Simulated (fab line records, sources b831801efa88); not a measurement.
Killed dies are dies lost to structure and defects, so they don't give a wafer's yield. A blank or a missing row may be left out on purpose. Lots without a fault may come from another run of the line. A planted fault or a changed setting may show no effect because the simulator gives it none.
Which tool did it? | flow sky130 | 13 lots, 39 wafers sampled, at 4 steps of a route of 708

WHAT THE GAUGES READ, wafer by wafer
SKY_SD_P_CD_MEAS_07: target cd 380 nm.
lot  | measured     | on        | cd_nm (nm)
L355 | day 25 08:30 | cd_sem-01 | 382.8 384.6 382.1
L356 | day 25 22:48 | cd_sem-02 | 377.0 378.7 376.3
L357 | day 26 04:08 | cd_sem-02 | 380.6 380.0 380.4
L358 | day 26 06:57 | cd_sem-02 | 384.9 383.6 385.5
L359 | day 27 05:23 | cd_sem-02 | 378.2 378.5 377.5
L361 | day 27 19:49 | cd_sem-02 | 379.9 379.5 377.8
L365 | day 28 22:22 | cd_sem-02 | 374.3 376.8 379.5
L369 | day 30 05:55 | cd_sem-02 | 380.8 381.2 379.5
L374 | day 32 01:52 | cd_sem-01 | 381.8 379.9 380.3
L375 | day 32 07:23 | cd_sem-02 | 381.6 384.0 382.5
L376 | day 32 17:10 | cd_sem-01 | 380.3 378.9 379.1
L377 | day 32 21:08 | cd_sem-01 | 379.7 379.4 379.1
L378 | day 33 20:50 | cd_sem-02 | 382.9 380.3 383.0

SKY_LI_CONTACT_RS_MEAS_22: measures by four-point-probe.
lot  | measured     | on            | LI_CONTACT_W_RS (ohm/sq)
L355 | day 29 02:53 | film_metro-01 | 0.260 0.260 0.261
L356 | day 29 16:05 | film_metro-04 | 0.260 0.259 0.260
L357 | day 29 21:28 | film_metro-04 | 0.260 0.268 0.262
L358 | day 30 00:02 | film_metro-02 | 0.270 0.261 0.270
L359 | day 30 20:32 | film_metro-02 | 0.261 0.262 0.272
L361 | day 31 09:16 | film_metro-01 | 0.269 0.264 0.267
L365 | day 32 13:02 | film_metro-04 | 0.262 0.263 0.269
L369 | day 33 19:20 | film_metro-04 | 0.258 0.266 0.267
L374 | day 35 12:46 | film_metro-01 | 0.261 0.259 0.268
L375 | day 35 18:28 | film_metro-01 | 0.265 0.258 0.268
L376 | day 36 02:04 | film_metro-02 | 0.265 0.259 0.260
L377 | day 36 07:05 | film_metro-02 | 0.263 0.263 0.262
L378 | day 37 05:38 | film_metro-04 | 0.267 0.259 0.270

SKY_LOCAL_INTERCONNECT_THK_MEAS_02: measures by xrf.
lot  | measured     | on            | LOCAL_INTERCONNECT_TIN_THK (nm)
L355 | day 29 03:33 | film_metro-04 | 99.5 101.2 100.7
L356 | day 29 16:45 | film_metro-02 | 100.7 99.7 99.2
L357 | day 29 22:08 | film_metro-03 | 98.4 99.5 98.9
L358 | day 30 00:42 | film_metro-04 | 101.0 100.9 100.1
L359 | day 30 21:11 | film_metro-02 | 99.3 99.4 101.3
L361 | day 31 09:55 | film_metro-04 | 99.3 99.0 99.2
L365 | day 32 13:41 | film_metro-03 | 99.9 99.8 100.3
L369 | day 33 19:59 | film_metro-04 | 98.9 100.1 98.7
L374 | day 35 13:25 | film_metro-03 | 98.8 98.8 98.9
L375 | day 35 19:08 | film_metro-04 | 99.7 98.7 98.7
L376 | day 36 02:43 | film_metro-04 | 98.9 100.5 99.8
L377 | day 36 07:45 | film_metro-04 | 101.5 102.2 101.3
L378 | day 37 06:18 | film_metro-04 | 98.1 98.8 98.0

WHICH TOOL RAN EACH LOT (tool, then ch and the chambers of the sampled wafers, then the start)
lot  | SKY_SONOS_TUNNEL_CLEAN_13
L355 | wet_bench-03 ch 2, day 11 04:16
L356 | wet_bench-01 ch 2, day 11 20:23
L357 | wet_bench-04 ch 2, day 12 03:31
L358 | wet_bench-04 ch 1, day 12 05:56
L359 | wet_bench-03 ch 3, day 12 19:16
L361 | wet_bench-03 ch 2, day 13 11:00
L365 | wet_bench-03 ch 1, day 14 15:08
L369 | wet_bench-04 ch 3, day 15 20:13
L374 | wet_bench-04 ch 3, day 17 16:56
L375 | wet_bench-04 ch 0, day 18 00:13
L376 | wet_bench-03 ch 2, day 18 08:01
L377 | wet_bench-01 ch 2, day 18 14:52
L378 | wet_bench-04 ch 2, day 19 16:43
- SKY_SONOS_TUNNEL_CLEAN_13: cleans in dHF, time 20 s.

WHAT THE TOOLS THEMSELVES READ (means of the sampled wafers that have a number; where no wafer has one, the mark that the record gives instead)
SKY_SONOS_TUNNEL_CLEAN_13.
lot  | tool         | run_length_s (s)
L355 | wet_bench-03 | 48.0
L356 | wet_bench-01 | 52.3
L357 | wet_bench-04 | 51.0
L358 | wet_bench-04 | 51.9
L359 | wet_bench-03 | 47.0
L361 | wet_bench-03 | 46.6
L365 | wet_bench-03 | 37.1
L369 | wet_bench-04 | 51.2
L374 | wet_bench-04 | 48.4
L375 | wet_bench-04 | 46.8
L376 | wet_bench-03 | 48.4
L377 | wet_bench-01 | 51.9
L378 | wet_bench-04 | 52.5

THE ANSWER, worked out from the rows above alone
Rule: what is usual is taken from the lots themselves. Put in order of their means at a reading, lots are off if they are a third of the lots or fewer, leave a main group of 4 or more, and stand apart from it by a gap of 3 or more times the standard deviation of the main group's means; of several such gaps the widest counts. A main group whose means are all the same, to the digits that the tables above print for the reading, isn't used. A lot without any number at a reading at which 4 lots or more have one is off too. The other lots that the step has rows for count as sound. The gauges are gone through in route order, then the tools' own readings, and for those a lot's mean is taken as printed above. The first step at which some lot is off is used, and at that step the reading that is off furthest; a lot without a number counts as furthest.
Off: L365, at SKY_SONOS_TUNNEL_CLEAN_13 (run_length_s). The main group: mean 49.7 s, standard deviation 2.2.
A tool fits if, at that step or a process step before it, it ran every lot that is off, and no sound lot after the first of them. None of those tried fits.

WHAT THE SIMULATOR HAD PUT IN
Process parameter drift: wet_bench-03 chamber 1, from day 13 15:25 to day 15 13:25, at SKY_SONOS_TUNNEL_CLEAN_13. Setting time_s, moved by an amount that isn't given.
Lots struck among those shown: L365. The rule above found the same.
